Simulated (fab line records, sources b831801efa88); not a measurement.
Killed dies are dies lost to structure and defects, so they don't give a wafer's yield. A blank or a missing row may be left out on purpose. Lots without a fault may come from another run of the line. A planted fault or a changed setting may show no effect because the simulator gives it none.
Split-lot experiment | flow sfq_line | 5 lots, 23 wafers read, on a route of 325 steps

THE SPLIT
At SFQ_TRILAYER_I1_CMP_CMP_046 (polishes SiO2), the setting leave_above_ref_nm was moved away from the recipe's 200 nm on 10 of the 23 wafers read, by -7.3% to -2.1%. The other wafers ran this setting at the recipe's value.

FROM THE SPLIT TO THE READING: what the file shows between them, 6 steps
- SFQ_TRILAYER_I1_METRO_MEASURE_047
- SFQ_TRILAYER_I1_VIA_LITHO_COAT_049: resist thk 650 nm (also split here: resist_thk_nm)
- SFQ_TRILAYER_I1_VIA_LITHO_SOFTBAKE_053
- SFQ_TRILAYER_I1_VIA_LITHO_EXPOSE_050: exposes mask I1, target cd 500 nm
- SFQ_TRILAYER_I1_VIA_LITHO_DEVELOP_051: time 60 s
- SFQ_TRILAYER_I1_VIA_BARC_OPEN_VIA_ETCH_071: etches BARC in O2, target depth 125 nm, time 41.7 s

THE READING
oes_product_au, in a.u., at SFQ_TRILAYER_I1_VIA_ETCH_VIA_ETCH_052 (etches SiO2 in CHF3, stops on Nb, target depth 260 nm). Fault-free wafers of this fab line usually give 0.855 a.u., standard deviation 0.0064 a.u..

wafer  | tool, chamber at the split | leave_above_ref_nm as run, nm | against the recipe | oes_product_au, a.u. | against lot-mates on the recipe
L075.2 | cmp-02, 3                  | 200                           | recipe             | 0.857                | -
L075.5 | cmp-02, 1                  | 200                           | recipe             | 0.850                | -
L075.6 | cmp-02, 0                  | 200                           | recipe             | 0.849                | -
L078.1 | cmp-01, 1                  | 186.6                         | -6.7%              | 0.830                | -0.027
L078.2 | cmp-01, 2                  | 200                           | recipe             | 0.856                | -
L078.3 | cmp-01, 0                  | 186.6                         | -6.7%              | 0.820                | -0.037
L078.4 | cmp-01, 3                  | 200                           | recipe             | 0.849                | -
L078.5 | cmp-01, 2                  | 200                           | recipe             | 0.865                | -
L081.1 | cmp-02, 2                  | 195.8                         | -2.1%              | 0.853                | -0.001
L081.2 | cmp-02, 1                  | 195.8                         | -2.1%              | 0.830                | -0.024
L081.3 | cmp-02, 0                  | 195.8                         | -2.1%              | 0.836                | -0.018
L081.4 | cmp-02, 3                  | 200                           | recipe             | 0.860                | -
L081.5 | cmp-02, 0                  | 200                           | recipe             | 0.848                | -
L083.2 | cmp-01, 0                  | 200                           | recipe             | 0.846                | -
L083.3 | cmp-01, 2                  | 200                           | recipe             | 0.859                | -
L083.4 | cmp-01, 3                  | 186.2                         | -6.9%              | 0.815                | -0.039
L083.5 | cmp-01, 3                  | 186.2                         | -6.9%              | 0.824                | -0.030
L083.6 | cmp-01, 0                  | 200                           | recipe             | 0.857                | -
L085.1 | cmp-02, 1                  | 185.3                         | -7.3%              | 0.813                | -0.042
L085.2 | cmp-02, 0                  | 185.3                         | -7.3%              | 0.822                | -0.033
L085.3 | cmp-02, 3                  | 200                           | recipe             | 0.850                | -
L085.5 | cmp-02, 2                  | 200                           | recipe             | 0.859                | -
L085.6 | cmp-02, 3                  | 185.3                         | -7.3%              | 0.831                | -0.024

THE FIT
A straight line over all 23 wafers: oes_product_au changes by +0.00453 a.u. for each +1% of leave_above_ref_nm; r = +0.90; the points scatter about the line by 0.007 a.u..
The same after taking each lot's own level away (the mean of its wafers on the recipe; 23 wafers): +0.00464 a.u. for each +1%; r = +0.91; scatter 0.0069 a.u..
On that fit, the largest move of leave_above_ref_nm shifts the reading by 0.034 a.u..
The lots' own levels span 0.8520 to 0.8567 a.u., that is 0.7 times the standard deviation above.
So the lot-to-lot level changes the slope little: the two slopes agree.
Check: with one of the wafers moved furthest among these (-7.3%) left out of the fit, the line predicts -0.0335 a.u. for it against its lot-mates. It came out at -0.0415 a.u. against them.

OTHER SPLITS ON THESE WAFERS
These wafers also went through other splits before the reading. Each is held against what the fit with the lots' levels taken away leaves over:
other split on the same wafers                      | wafers away from the commonest value | r with oes_product_au (lot level and that fit taken away)
SFQ_TRILAYER_L0_LITHO_COAT_005 resist_thk_nm        | 11                                   | -0.17
SFQ_TRILAYER_L0_ETCH_METAL_ETCH_008 time_s          | 10                                   | +0.10
SFQ_TRILAYER_L0_VIA_LITHO_COAT_013 resist_thk_nm    | 10                                   | -0.25
SFQ_TRILAYER_M0_LITHO_PEB_024 peb_temp_c            | 8                                    | -0.19
SFQ_TRILAYER_I0_VIA_LITHO_PEB_034 peb_temp_c        | 5                                    | +0.42
SFQ_TRILAYER_I0_VIA_BARC_OPEN_VIA_ETCH_046 source_w | 5                                    | -0.29
SFQ_TRILAYER_I1_VIA_LITHO_COAT_049 resist_thk_nm    | 4                                    | +0.32

THE WHOLE CHAIN: every reading that the file lists as answering this split, in the file's order
step                                  | what it does                                          | reading                                                                                   | change (the file's fit)                   | r (the file's)
SFQ_TRILAYER_I1_CMP_CMP_046           | polishes SiO2                                         | SiO2_of_TRILAYER_I1_DEP_PECVD_045.thk_nm (the simulator's own value, which no gauge read) | +2.2 nm for each +1% of the setting       | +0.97
SFQ_TRILAYER_I1_METRO_MEASURE_047     |                                                       | thk_nm                                                                                    | +2.2 nm for each +1% of the setting       | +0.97
SFQ_TRILAYER_I1_VIA_ETCH_VIA_ETCH_052 | etches SiO2 in CHF3, stops on Nb, target depth 260 nm | oes_product_au                                                                            | +0.00472 a.u. for each +1% of the setting | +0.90
SFQ_TRILAYER_I1_VIA_ETCH_VIA_ETCH_052 | etches SiO2 in CHF3, stops on Nb, target depth 260 nm | etch.depth_nm (the simulator's own value, which no gauge read)                            | +2.31 nm for each +1% of the setting      | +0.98
SFQ_TRILAYER_I1_VIA_ETCH_VIA_ETCH_052 | etches SiO2 in CHF3, stops on Nb, target depth 260 nm | I1.feature_depth_nm (the simulator's own value, which no gauge read)                      | +2.2 nm for each +1% of the setting       | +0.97

THE FILE'S OWN FIT
oes_product_au changes by +0.00472 a.u. for each +1% of leave_above_ref_nm, r = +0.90.
